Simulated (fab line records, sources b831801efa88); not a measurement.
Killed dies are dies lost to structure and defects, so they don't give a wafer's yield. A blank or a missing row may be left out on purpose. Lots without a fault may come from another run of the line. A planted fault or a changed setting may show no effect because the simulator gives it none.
Which tool did it? | flow sky130 | 12 lots, 36 wafers sampled, at 5 steps of a route of 708

WHAT THE GAUGES READ, wafer by wafer
SKY_GATE_OXIDE_THK_MEAS_02. Usual: GATE_OXIDE_OXIDATION_00_THK 10.28 nm, standard deviation 0.19.
lot  | measured     | on            | GATE_OXIDE_OXIDATION_00_THK (nm) | flag
L152 | day 13 01:31 | film_metro-03 | 10.54 10.59 10.40                |
L154 | day 13 21:23 | film_metro-01 | 10.25 10.31 10.12                |
L155 | day 14 04:37 | film_metro-03 | 10.09 10.03 10.26                |
L157 | day 14 16:54 | film_metro-02 | 10.12 10.17 10.05                |
L162 | day 16 14:41 | film_metro-02 | 10.17 10.19 10.26                |
L164 | day 17 21:46 | film_metro-03 | 10.25 10.08 9.97                 |
L168 | day 18 12:48 | film_metro-03 | 10.16 10.23 10.23                |
L169 | day 18 17:05 | film_metro-02 | 10.48 10.43 10.32                |
L171 | day 19 17:55 | film_metro-01 | 10.69 10.60 10.66                |
L172 | day 19 22:12 | film_metro-01 | 10.40 10.56 10.28                |
L174 | day 20 19:08 | film_metro-03 | 10.43 10.16 10.42                |
L175 | day 21 00:28 | film_metro-03 | 10.42 10.32 10.55                |

SKY_GATE_OXIDE_TW_MEAS_14. Usual: GATE_OXIDE_TW 222.3, standard deviation 1.6.
lot  | measured     | on            | GATE_OXIDE_TW     | flag
L152 | day 14 03:47 | film_metro-01 | 223.1 223.0 222.2 |
L154 | day 15 00:24 | film_metro-01 | 223.4 224.1 224.0 |
L155 | day 15 07:53 | film_metro-02 | 221.9 222.2 223.6 |
L157 | day 15 20:00 | film_metro-03 | 220.0 220.1 219.6 |
L162 | day 17 18:57 | film_metro-01 | 224.0 225.0 223.5 |
L164 | day 19 03:36 | film_metro-03 | 220.7 222.0 221.0 |
L168 | day 19 19:40 | film_metro-01 | 231.0 231.8 234.2 | OFF
L169 | day 19 23:14 | film_metro-03 | 219.8 219.6 219.3 |
L171 | day 20 23:38 | film_metro-03 | 229.9 228.2 229.2 | OFF
L172 | day 21 05:17 | film_metro-03 | 223.2 223.0 222.5 |
L174 | day 22 01:34 | film_metro-01 | 221.9 223.1 222.3 |
L175 | day 22 07:10 | film_metro-01 | 223.3 223.5 223.1 |

SKY_POLY_GATE_THK_MEAS_04. Usual: POLY_GATE_CVD_03_THK 74.7 nm, standard deviation 0.57.
lot  | measured     | on            | POLY_GATE_CVD_03_THK (nm) | flag
L152 | day 15 11:52 | film_metro-04 | 73.7 74.6 74.6            |
L154 | day 16 16:52 | film_metro-01 | 74.8 75.1 75.4            |
L155 | day 16 19:16 | film_metro-04 | 74.4 74.7 74.8            |
L157 | day 17 07:06 | film_metro-04 | 73.8 73.2 73.7            |
L162 | day 19 06:18 | film_metro-04 | 75.0 74.7 75.3            |
L164 | day 20 14:31 | film_metro-01 | 74.8 75.4 74.5            |
L168 | day 21 08:07 | film_metro-03 | 75.0 75.0 75.4            |
L169 | day 21 10:44 | film_metro-03 | 74.3 74.5 74.2            |
L171 | day 22 10:06 | film_metro-03 | 75.0 75.3 75.3            |
L172 | day 22 16:00 | film_metro-04 | 74.4 75.0 74.8            |
L174 | day 23 14:08 | film_metro-04 | 73.9 73.9 73.6            |
L175 | day 23 17:37 | film_metro-03 | 75.6 74.9 75.1            |

WHICH TOOL RAN EACH LOT (tool, then ch and the chambers of the sampled wafers, then the start)
lot  | SKY_VT_ADJUST_PCH_STRIP_09           | SKY_GATE_OXIDE_IMPLANT_11
L152 | plasma_asher-02 ch 0,1, day 10 13:46 | implanter-02 ch 0, day 14 03:26
L154 | plasma_asher-01 ch 0,1, day 11 08:59 | implanter-02 ch 0, day 15 00:03
L155 | plasma_asher-01 ch 0,1, day 11 16:09 | implanter-02 ch 0, day 15 07:32
L157 | plasma_asher-04 ch 0,1, day 12 03:07 | implanter-04 ch 0, day 15 19:40
L162 | plasma_asher-01 ch 0,1, day 13 22:08 | implanter-03 ch 0, day 17 18:38
L164 | plasma_asher-02 ch 0,1, day 14 12:05 | implanter-03 ch 0, day 19 03:17
L168 | plasma_asher-02 ch 0,1, day 15 17:28 | implanter-02 ch 0, day 19 19:21
L169 | plasma_asher-04 ch 0,1, day 15 21:37 | implanter-04 ch 0, day 19 22:53
L171 | plasma_asher-04 ch 1, day 16 20:26   | implanter-02 ch 0, day 20 23:18
L172 | plasma_asher-04 ch 0,1, day 17 00:50 | implanter-03 ch 0, day 21 04:57
L174 | plasma_asher-04 ch 0,1, day 17 21:58 | implanter-03 ch 0, day 22 01:14
L175 | plasma_asher-04 ch 1, day 18 04:06   | implanter-03 ch 0, day 22 06:49
- SKY_VT_ADJUST_PCH_STRIP_09: strips in O2/N2.
- SKY_GATE_OXIDE_IMPLANT_11

WHAT THE TOOLS THEMSELVES READ (means of the sampled wafers that have a number; where no wafer has one, the mark that the record gives instead)
SKY_VT_ADJUST_PCH_STRIP_09. Usual: drypump_motor_current_A 5.60 A, standard deviation 0.26; oes_product_au 0.722 a.u., standard deviation 0.0047; strip_time_to_endpoint_s 36.95 s, standard deviation 0.12.
lot  | tool            | drypump_motor_current_A (A) | oes_product_au (a.u.) | strip_time_to_endpoint_s (s) | flag
L152 | plasma_asher-02 | 5.67                        | 0.723                 | 37.00                        |
L154 | plasma_asher-01 | 5.56                        | 0.724                 | 37.04                        |
L155 | plasma_asher-01 | 5.57                        | 0.719                 | 36.88                        |
L157 | plasma_asher-04 | 5.70                        | 0.723                 | 36.97                        |
L162 | plasma_asher-01 | 5.66                        | 0.720                 | 36.92                        |
L164 | plasma_asher-02 | 5.42                        | 0.720                 | 36.95                        |
L168 | plasma_asher-02 | 5.45                        | 0.719                 | 36.89                        |
L169 | plasma_asher-04 | 5.70                        | 0.721                 | 37.00                        |
L171 | plasma_asher-04 | 5.88                        | 0.719                 | 37.10                        |
L172 | plasma_asher-04 | 5.69                        | 0.725                 | 36.97                        |
L174 | plasma_asher-04 | 5.52                        | 0.727                 | 36.91                        |
L175 | plasma_asher-04 | 5.85                        | 0.723                 | 37.00                        |

SKY_GATE_OXIDE_IMPLANT_11. Usual: beam_on_s 10.01 s, standard deviation 0.2; faraday_current_uA 14.29, standard deviation 0.29.
lot  | tool         | beam_on_s (s) | faraday_current_uA | flag
L152 | implanter-02 | 10.05         | 14.22              |
L154 | implanter-02 | 10.00         | 14.29              |
L155 | implanter-02 | 10.03         | 14.26              |
L157 | implanter-04 | 9.94          | 14.38              |
L162 | implanter-03 | 10.18         | 14.05              |
L164 | implanter-03 | 10.13         | 14.09              |
L168 | implanter-02 | 11.41         | 12.54              | OFF
L169 | implanter-04 | 10.06         | 14.23              |
L171 | implanter-02 | 11.21         | 12.78              | OFF
L172 | implanter-03 | 10.13         | 14.16              |
L174 | implanter-03 | 9.70          | 14.74              |
L175 | implanter-03 | 10.07         | 14.18              |

THE ANSWER, worked out from the rows above alone
Rule: a lot is off if the mean of its wafers that have a number lies more than 3 standard deviations from the usual mean. A lot without any number at a reading at which 4 lots or more have one is off too. The other lots that the step has rows for count as sound. The gauges are gone through in route order, then the tools' own readings, and for those a lot's mean is taken as printed above. The first step at which some lot is off is used, and at that step the reading that is off furthest; a lot without a number counts as furthest.
Off: L168, L171, at SKY_GATE_OXIDE_TW_MEAS_14 (GATE_OXIDE_TW).
A tool fits if, at a process step before that reading, it ran every lot that is off, and no sound lot after the first of them. The gauges at SKY_GATE_OXIDE_TW_MEAS_14 aren't tried: what is off there is off at SKY_GATE_OXIDE_IMPLANT_11 too, on other tools, and a gauge's error can't cause that. One fits: implanter-02 at SKY_GATE_OXIDE_IMPLANT_11. Its last sound lot is L155 (day 15 07:32), its first lot that is off L168 (day 19 19:21): a fault that began between those two fits.
The tool's own readings at SKY_GATE_OXIDE_IMPLANT_11 bear it out: on the lots that are off they differ by more than 5 times the standard deviation of the sound lots' means. beam_on_s reads 11.31 s there against 10.03 s on the sound lots; faraday_current_uA reads 12.66 there against 14.26 on the sound lots.

WHAT THE SIMULATOR HAD PUT IN
Process parameter drift: implanter-02, from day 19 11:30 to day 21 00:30, at SKY_GATE_OXIDE_IMPLANT_11. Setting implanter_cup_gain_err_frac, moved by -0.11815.
Lots struck among those shown: L168, L171. The rule above found the same.
